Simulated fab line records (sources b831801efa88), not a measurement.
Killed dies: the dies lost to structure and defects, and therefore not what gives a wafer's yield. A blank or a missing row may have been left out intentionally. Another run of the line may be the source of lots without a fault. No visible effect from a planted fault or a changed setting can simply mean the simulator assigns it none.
fab line records | flow gf180mcu
[record] lots = 14 | wafers = 42 | last-day = 34
route steps=602 shown M2@365 M3@410 M4@469 MIM@503
lots untouched by any fault: they come from a run of this same line in which no faults occurred
start-h: hours from the record's first day to the start of the lot's first wafer shown | wait-h: hours since the lot's step before | " same as the row above | L1.1+2: a single row standing in for several wafers | - no value, or no start given | * or withheld: withheld | < > ~ a bound
route shown NAME@n: a module of which the file shows steps, and the number in the route of the first | usual: the fault-free wafers' mean and standard deviation | same: alike in all rows | chamber/n: place in a boat | sites: each site's reading | _std_site: the values' standard deviation | _edge_site: outer sites' mean less inner sites' | radius-mm: for every site, how far away it sits from the centre of the wafer | mask NAME#n: copy n | behind: the tool/chamber that last shaped the wafer | hold: what put the lot on hold/how long, in hours/how the hold closed | device: whichever transistor did not switch (one of n, p or np) | end of line: tests run on the same wafers once the route is complete | step lacking rows: just its recipe | killed: at the first sort, the dies lost to defects and structure; wafer yield is something else | map: per-die view of a wafer (x killed, . not killed, _ where there is no die)
set.NAME: the setting that was run; set.NAME@STEP: the one run at that earlier step | model.NAME: the simulator's own value behind a step, which no gauge read
route steps across a sampled set of lots; one table per step, one row per wafer
services: when a tool's chamber went out of use (start-h, in hours from the record's first day, below 0 if earlier), for how many hours, and the reason
[[steps]]
[step GF_M2_SPUTTER_03]
[recipe] material = Ti | target-thk-nm = 10 | substrate-temp-c = 300 | chamber-pressure-pa = 0.3 | power-w = 3000 | time-s = 6.7
[usual] cathode-dc-power-W = 3000.0/0.53 | chamber-pressure-pa = 0.3000/0.00067 | substrate-temp-c = 300.00/0.19 | throttle-valve-pct = 29.9/0.95
lot.wafer | tool           | chamber | start-h | wait-h | cathode-dc-power-W | chamber-pressure-pa | substrate-temp-c | throttle-valve-pct
L699.1    | pvd-sputter-02 | -       | 410.05  | 0.0    | 2999.7             | 0.3003              | 300.03           | 29.7
L699.2    | "              | -       | "       | "      | 2999.3             | 0.2995              | 300.23           | 28.0
L699.4    | "              | -       | "       | "      | 2999.4             | 0.3005              | 300.27           | 29.2
L701.1    | pvd-sputter-04 | -       | 431.94  | 0.0    | 2999.5             | 0.3010              | 299.86           | 30.2
L701.4    | "              | -       | "       | "      | 2999.4             | 0.3011              | 300.05           | 29.4
L701.6    | "              | -       | "       | "      | 2999.5             | 0.2998              | 300.32           | 30.7
L700.1    | pvd-sputter-02 | -       | 432.37  | 0.0    | 2999.8             | 0.2997              | 300.19           | 29.7
L700.2    | "              | -       | "       | "      | 2999.8             | 0.2996              | 299.67           | 30.1
L700.3    | "              | -       | "       | "      | 3000.1             | 0.2993              | 300.07           | 27.9
L703.3    | pvd-sputter-04 | -       | 460.91  | 0.0    | 2999.5             | 0.2999              | 299.91           | 30.6
L703.5    | "              | -       | "       | "      | 2998.8             | 0.3003              | 299.92           | 30.6
L703.6    | "              | -       | "       | "      | 2999.9             | 0.3004              | 299.87           | 29.3
L707.3    | pvd-sputter-02 | -       | 485.39  | 0.0    | 3000.2             | 0.2996              | 299.99           | 29.3
L707.5    | "              | -       | "       | "      | 2999.6             | 0.2998              | 299.93           | 28.1
L707.6    | "              | -       | "       | "      | 3000.2             | 0.2995              | 299.88           | 29.8
L708.1    | pvd-sputter-04 | -       | 504.95  | 0.0    | 3000.1             | 0.3006              | 300.18           | 30.9
L708.2    | "              | -       | "       | "      | 3000.4             | 0.3010              | 300.10           | 30.8
L708.5    | "              | -       | "       | "      | 3000.2             | 0.2997              | 300.05           | 29.2
L709.3    | pvd-sputter-02 | -       | 505.32  | 0.0    | 3000.5             | 0.3014              | 300.07           | 29.9
L709.5    | "              | -       | "       | "      | 2999.8             | 0.3001              | 300.16           | 29.6
L709.6    | "              | -       | "       | "      | 3000.3             | 0.3003              | 300.14           | 29.3
L712.2    | pvd-sputter-02 | -       | 532.33  | 0.0    | 3000.0             | 0.2999              | 299.81           | 28.1
L712.3    | "              | -       | "       | "      | 2999.7             | 0.3009              | 299.82           | 29.5
L712.4    | "              | -       | "       | "      | 3000.0             | 0.2998              | 299.91           | 28.3
L717.2    | pvd-sputter-03 | -       | 567.23  | 0.0    | 2999.3             | 0.3003              | 299.92           | 32.0
L717.4    | "              | -       | "       | "      | 2999.7             | 0.3008              | 300.01           | 30.3
L717.6    | "              | -       | "       | "      | 2999.8             | 0.2991              | 300.19           | 32.3
L718.2    | pvd-sputter-02 | -       | 576.58  | 0.0    | 3000.0             | 0.3009              | 300.14           | 29.4
L718.5    | "              | -       | "       | "      | 2999.9             | 0.3002              | 300.26           | 30.0
L718.6    | "              | -       | "       | "      | 3000.9             | 0.2996              | 300.00           | 28.1
L719.1    | pvd-sputter-04 | -       | 591.91  | 0.0    | 3000.9             | 0.3001              | 299.87           | 30.2
L719.4    | "              | -       | "       | "      | 3000.5             | 0.2998              | 300.05           | 29.5
L719.5    | "              | -       | "       | "      | 2999.8             | 0.3006              | 299.80           | 29.9
L720.1    | pvd-sputter-03 | -       | 594.06  | 0.0    | 2999.8             | 0.2991              | 299.98           | 28.6
L720.4    | "              | -       | "       | "      | 3000.2             | 0.2990              | 300.43           | 30.4
L720.6    | "              | -       | "       | "      | 3000.0             | 0.3002              | 300.29           | 32.0
L721.1    | pvd-sputter-03 | -       | 602.13  | 0.0    | 2999.8             | 0.2994              | 299.94           | 30.5
L721.3    | "              | -       | "       | "      | 3000.3             | 0.2993              | 300.02           | 29.9
L721.5    | "              | -       | "       | "      | 3000.5             | 0.3000              | 299.92           | 30.2
L722.2    | pvd-sputter-03 | -       | 606.23  | 0.0    | 2999.1             | 0.2995              | 300.39           | 30.3
L722.4    | "              | -       | "       | "      | 2999.9             | 0.2991              | 300.32           | 28.5
L722.5    | "              | -       | "       | "      | 2999.4             | 0.2999              | 300.22           | 30.4
[step GF_M3_SPUTTER_01]
[recipe] material = TiN | target-thk-nm = 30 | power-w = 6500 | time-s = 25 | chamber-pressure-pa = 0.4
[usual] cathode-dc-power-W = 6500.0/1.2 | chamber-pressure-pa = 0.4000/0.00082 | throttle-valve-pct = 29.6/0.74
lot.wafer | tool           | chamber | start-h | wait-h | cathode-dc-power-W | chamber-pressure-pa | throttle-valve-pct
L699.1    | pvd-sputter-01 | -       | 462.38  | 0.1    | 6499.7             | 0.4011              | 29.8
L699.2    | "              | -       | "       | "      | 6498.7             | 0.4004              | 28.9
L699.4    | "              | -       | "       | "      | 6502.1             | 0.4004              | 29.5
L701.1    | pvd-sputter-01 | -       | 483.41  | 0.1    | 6499.9             | 0.3991              | 30.1
L701.4    | "              | -       | "       | "      | 6501.2             | 0.4009              | 28.2
L701.6    | "              | -       | "       | "      | 6501.4             | 0.3996              | 29.9
L700.1    | pvd-sputter-02 | -       | 483.92  | 0.1    | 6502.4             | 0.4005              | 29.7
L700.2    | "              | -       | "       | "      | 6501.1             | 0.4007              | 27.9
L700.3    | "              | -       | "       | "      | 6501.7             | 0.3992              | 30.1
L703.3    | pvd-sputter-04 | -       | 512.62  | 0.1    | 6501.5             | 0.3998              | 30.3
L703.5    | "              | -       | "       | "      | 6497.3             | 0.3998              | 30.0
L703.6    | "              | -       | "       | "      | 6501.0             | 0.3992              | 30.7
L707.3    | pvd-sputter-02 | -       | 534.94  | 0.1    | 6500.5             | 0.3996              | 29.9
L707.5    | "              | -       | "       | "      | 6499.0             | 0.3989              | 30.1
L707.6    | "              | -       | "       | "      | 6497.0             | 0.4000              | 28.0
L708.1    | pvd-sputter-02 | -       | 554.53  | 0.1    | 6500.4             | 0.4004              | 29.3
L708.2    | "              | -       | "       | "      | 6500.4             | 0.4005              | 30.3
L708.5    | "              | -       | "       | "      | 6501.3             | 0.4003              | 29.8
L709.3    | pvd-sputter-04 | -       | 555.17  | 0.1    | 6499.5             | 0.4002              | 30.3
L709.5    | "              | -       | "       | "      | 6499.5             | 0.4001              | 30.3
L709.6    | "              | -       | "       | "      | 6500.4             | 0.4009              | 30.7
L712.2    | pvd-sputter-04 | -       | 580.02  | 0.1    | 6498.2             | 0.4008              | 30.2
L712.3    | "              | -       | "       | "      | 6499.6             | 0.4003              | 29.2
L712.4    | "              | -       | "       | "      | 6499.9             | 0.4020              | 30.1
L717.2    | pvd-sputter-02 | -       | 612.16  | 0.1    | 6499.4             | 0.4009              | 30.3
L717.4    | "              | -       | "       | "      | 6499.8             | 0.4004              | 29.9
L717.6    | "              | -       | "       | "      | 6500.8             | 0.4001              | 30.0
L718.2    | pvd-sputter-01 | -       | 621.14  | 0.1    | 6499.4             | 0.4000              | 28.5
L718.5    | "              | -       | "       | "      | 6499.9             | 0.4004              | 29.6
L718.6    | "              | -       | "       | "      | 6500.6             | 0.4008              | 28.8
L719.1    | pvd-sputter-01 | -       | 637.24  | 0.1    | 6500.4             | 0.3998              | 29.8
L719.4    | "              | -       | "       | "      | 6500.5             | 0.3994              | 28.3
L719.5    | "              | -       | "       | "      | 6499.1             | 0.3995              | 29.7
L720.1    | pvd-sputter-01 | -       | 637.63  | 0.1    | 6499.8             | 0.3986              | 29.6
L720.4    | "              | -       | "       | "      | 6498.8             | 0.4011              | 28.2
L720.6    | "              | -       | "       | "      | 6500.7             | 0.3991              | 29.8
L721.1    | pvd-sputter-01 | -       | 644.69  | 0.1    | 6499.8             | 0.3987              | 28.6
L721.3    | "              | -       | "       | "      | 6500.3             | 0.3996              | 29.6
L721.5    | "              | -       | "       | "      | 6500.0             | 0.3989              | 29.7
L722.2    | pvd-sputter-04 | -       | 650.27  | 0.1    | 6499.0             | 0.3999              | 30.5
L722.4    | "              | -       | "       | "      | 6499.7             | 0.3995              | 30.8
L722.5    | "              | -       | "       | "      | 6499.6             | 0.3995              | 30.2
[step GF_M4_DEVELOP_13]
[recipe] develop-time-s = 60 | dev-temp-c = 21
[usual] chill-plate-temp-C = 23.01/0.1 | develop-time-s = 60/0 | resist-line-temp-C = 23.01/0.098
lot.wafer | tool           | chamber | start-h | wait-h | chill-plate-temp-C | develop-time-s | resist-line-temp-C
L699.1    | litho-track-02 | 0       | 536.35  | 0.2    | 23.00              | 60             | 23.08
L699.2    | "              | 0       | "       | "      | 23.07              | 60             | 23.11
L699.4    | "              | 0       | "       | "      | 22.97              | 60             | 23.13
L701.1    | litho-track-01 | 0       | 555.30  | 0.2    | 22.89              | 60             | 22.93
L701.4    | "              | 0       | "       | "      | 22.86              | 60             | 23.01
L701.6    | "              | 0       | "       | "      | 22.77              | 60             | 22.98
L700.1    | litho-track-02 | 0       | 555.70  | 0.2    | 23.02              | 60             | 22.93
L700.2    | "              | 0       | "       | "      | 23.02              | 60             | 22.90
L700.3    | "              | 0       | "       | "      | 23.14              | 60             | 22.94
L703.3    | litho-track-03 | 0       | 582.13  | 0.1    | 23.16              | 60             | 23.01
L703.5    | "              | 0       | "       | "      | 23.12              | 60             | 23.02
L703.6    | "              | 0       | "       | "      | 23.01              | 60             | 22.93
L707.3    | litho-track-02 | -       | 603.70  | 0.1    | -                  | -              | -
L707.5    | "              | -       | "       | "      | -                  | -              | -
L707.6    | "              | -       | "       | "      | -                  | -              | -
L708.1    | litho-track-03 | -       | 620.48  | 0.2    | -                  | -              | -
L708.2    | "              | -       | "       | "      | -                  | -              | -
L708.5    | "              | -       | "       | "      | -                  | -              | -
L709.3    | litho-track-03 | 0       | 620.88  | 0.1    | 23.02              | 60             | 23.12
L709.5    | "              | 0       | "       | "      | 23.11              | 60             | 22.99
L709.6    | "              | 0       | "       | "      | 23.15              | 60             | 23.00
L712.2    | litho-track-01 | 0       | 645.47  | 0.2    | 23.06              | 60             | 23.09
L712.3    | "              | 0       | "       | "      | 23.15              | 60             | 22.81
L712.4    | "              | 0       | "       | "      | 23.03              | 60             | 22.94
L717.2    | litho-track-02 | 0       | 675.48  | 0.2    | 22.97              | 60             | 23.06
L717.4    | "              | 0       | "       | "      | 23.11              | 60             | 22.98
L717.6    | "              | 0       | "       | "      | 22.96              | 60             | 23.11
L718.2    | litho-track-01 | 0       | 683.27  | 0.2    | 23.00              | 60             | 22.83
L718.5    | "              | 0       | "       | "      | 22.83              | 60             | 23.10
L718.6    | "              | 0       | "       | "      | 22.96              | 60             | 22.96
L719.1    | litho-track-01 | 0       | 698.25  | 0.2    | 23.10              | 60             | 23.14
L719.4    | "              | 0       | "       | "      | 23.02              | 60             | 23.00
L719.5    | "              | 0       | "       | "      | 22.96              | 60             | 23.16
L720.1    | litho-track-01 | 0       | 698.60  | 0.2    | 23.19              | 60             | 22.93
L720.4    | "              | 0       | "       | "      | 23.04              | 60             | 22.98
L720.6    | "              | 0       | "       | "      | 23.17              | 60             | 22.97
L721.1    | litho-track-03 | 0       | 705.57  | 0.2    | 22.90              | 60             | 22.89
L721.3    | "              | 0       | "       | "      | 23.31              | 60             | 22.90
L721.5    | "              | 0       | "       | "      | 23.01              | 60             | 22.91
L722.2    | litho-track-03 | 0       | 710.40  | 0.2    | 22.91              | 60             | 23.05
L722.4    | "              | 0       | "       | "      | 22.95              | 60             | 23.04
L722.5    | "              | 0       | "       | "      | 22.84              | 60             | 23.03
[step GF_MIM_SPUTTER_00]
[recipe] material = Ti | target-thk-nm = 37.5 | arriving-ion-energy-ev = 80 | substrate-temp-c = 200 | chamber-pressure-pa = 2 | power-w = 4000 | time-s = 150
[usual] cathode-dc-power-W = 4000.0/0.79 | chamber-pressure-pa = 2.000/0.004 | substrate-temp-c = 200.02/0.16 | throttle-valve-pct = 29.6/0.77
lot.wafer | tool           | chamber | start-h | wait-h | cathode-dc-power-W | chamber-pressure-pa | substrate-temp-c | throttle-valve-pct
L699.1    | pvd-sputter-04 | -       | 561.83  | 0.2    | 3999.1             | 1.999               | 199.88           | 29.3
L699.2    | "              | -       | "       | "      | 4000.2             | 1.999               | 200.17           | 30.2
L699.4    | "              | -       | "       | "      | 3999.0             | 1.997               | 200.02           | 30.6
L701.1    | pvd-sputter-01 | -       | 580.55  | 0.2    | 3998.7             | 1.999               | 199.98           | 28.5
L701.4    | "              | -       | "       | "      | 4000.4             | 2.000               | 199.64           | 29.1
L701.6    | "              | -       | "       | "      | 4000.4             | 1.997               | 199.74           | 28.5
L700.1    | pvd-sputter-04 | -       | 581.46  | 0.2    | 4000.1             | 2.001               | 200.25           | 29.2
L700.2    | "              | -       | "       | "      | 4000.0             | 2.002               | 200.29           | 30.7
L700.3    | "              | -       | "       | "      | 3999.0             | 2.004               | 199.96           | 30.4
L703.3    | pvd-sputter-02 | -       | 606.39  | 0.2    | 3999.5             | 1.993               | 200.02           | 29.8
L703.5    | "              | -       | "       | "      | 3999.7             | 1.995               | 200.09           | 29.9
L703.6    | "              | -       | "       | "      | 4001.3             | 2.001               | 199.91           | 29.3
L709.3    | pvd-sputter-04 | -       | 644.24  | 0.2    | 3999.6             | 2.006               | 200.07           | 29.4
L709.5    | "              | -       | "       | "      | 4000.1             | 1.999               | 200.11           | 29.1
L709.6    | "              | -       | "       | "      | 3999.1             | 1.996               | 200.05           | 30.8
L712.2    | pvd-sputter-02 | -       | 667.83  | 0.2    | 4000.1             | 2.004               | 199.82           | 29.9
L712.3    | "              | -       | "       | "      | 4000.6             | 2.003               | 200.20           | 29.6
L712.4    | "              | -       | "       | "      | 4000.6             | 1.999               | 199.92           | 29.8
L717.2    | pvd-sputter-02 | -       | 697.84  | 0.2    | 4000.3             | 2.004               | 200.00           | 27.9
L717.4    | "              | -       | "       | "      | 4000.2             | 1.996               | 199.79           | 28.1
L717.6    | "              | -       | "       | "      | 3998.8             | 1.993               | 199.98           | 29.6
L718.2    | pvd-sputter-04 | -       | 704.74  | 0.1    | 4002.1             | 1.994               | 199.83           | 30.5
L718.5    | "              | -       | "       | "      | 3998.5             | 1.994               | 199.90           | 30.7
L718.6    | "              | -       | "       | "      | 4001.1             | 2.002               | 200.11           | 30.2
L719.1    | pvd-sputter-01 | -       | 720.28  | 0.2    | 4000.1             | 1.998               | 200.07           | 28.4
L719.4    | "              | -       | "       | "      | 3999.9             | 1.998               | 200.19           | 28.9
L719.5    | "              | -       | "       | "      | 4000.5             | 1.996               | 199.91           | 29.7
L720.1    | pvd-sputter-04 | -       | 720.90  | 0.2    | 3998.4             | 1.996               | 199.76           | 30.6
L720.4    | "              | -       | "       | "      | 3999.7             | 2.006               | 199.84           | 30.1
L720.6    | "              | -       | "       | "      | 3999.8             | 2.004               | 200.18           | 30.0
L721.1    | pvd-sputter-01 | -       | 726.02  | 0.2    | 4000.3             | 2.000               | 199.74           | 29.6
L721.3    | "              | -       | "       | "      | 4000.0             | 2.006               | 200.42           | 29.0
L721.5    | "              | -       | "       | "      | 3999.3             | 1.999               | 200.26           | 28.9
L722.2    | pvd-sputter-01 | -       | 730.64  | 0.2    | 3999.4             | 1.997               | 199.99           | 29.1
L722.4    | "              | -       | "       | "      | 3998.2             | 1.995               | 200.09           | 28.7
L722.5    | "              | -       | "       | "      | 4000.2             | 1.995               | 200.19           | 28.4
[[services]]
tool           | chamber | start-h | hours | kind
pvd-sputter-04 | -       | 482.27  | 6.6   | repair
pvd-sputter-03 | -       | 488.34  | 3.2   | repair
pvd-sputter-02 | -       | 509.57  | 7.5   | repair
pvd-sputter-04 | -       | 513.08  | 6.4   | repair
pvd-sputter-01 | -       | 532.12  | 3.2   | repair
pvd-sputter-02 | -       | 538.51  | 15.4  | repair
pvd-sputter-01 | -       | 548.85  | 2.0   | repair
pvd-sputter-01 | -       | 612.34  | 6.5   | repair
litho-track-03 | -       | 614.00  | -     | consumable-replace:filter
pvd-sputter-03 | -       | 622.29  | 23.7  | repair
pvd-sputter-01 | -       | 623.78  | 6.4   | repair
pvd-sputter-02 | -       | 626.18  | 3.9   | repair
pvd-sputter-02 | -       | 628.41  | 2.7   | repair
pvd-sputter-04 | -       | 636.98  | 5.3   | repair
pvd-sputter-02 | -       | 645.91  | 6.9   | repair
[[key]]
[first-sign] step = GF_M4_DEVELOP_13 | reading = tool-record | direction = missing
effect none on later readings
met-at GF_M4_DEVELOP_13
struck-lots L707,L708
later-rows-left-out L707.3,L707.5,L707.6,L708.1,L708.2,L708.5
sort-left-out L707.3,L707.5,L707.6,L708.1,L708.2,L708.5
not-acting-at GF_M2_SPUTTER_03,GF_M3_SPUTTER_01,GF_MIM_SPUTTER_00
onset-between 582.13 603.70
[fault] kind = skipped-step-whole | tool = litho-track-02,litho-track-03 | chamber = - | onset-h = 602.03 | steps = GF_M4_DEVELOP_13 | scope = struck-lots-only
// sort-left-out: the simulated sort isn't trusted on such a fault, so these wafers' sort isn't shown, and their yield isn't known
// later-rows-left-out: the simulator's readings of these wafers behind a module that went badly wrong aren't trusted and aren't shown, but for the sort
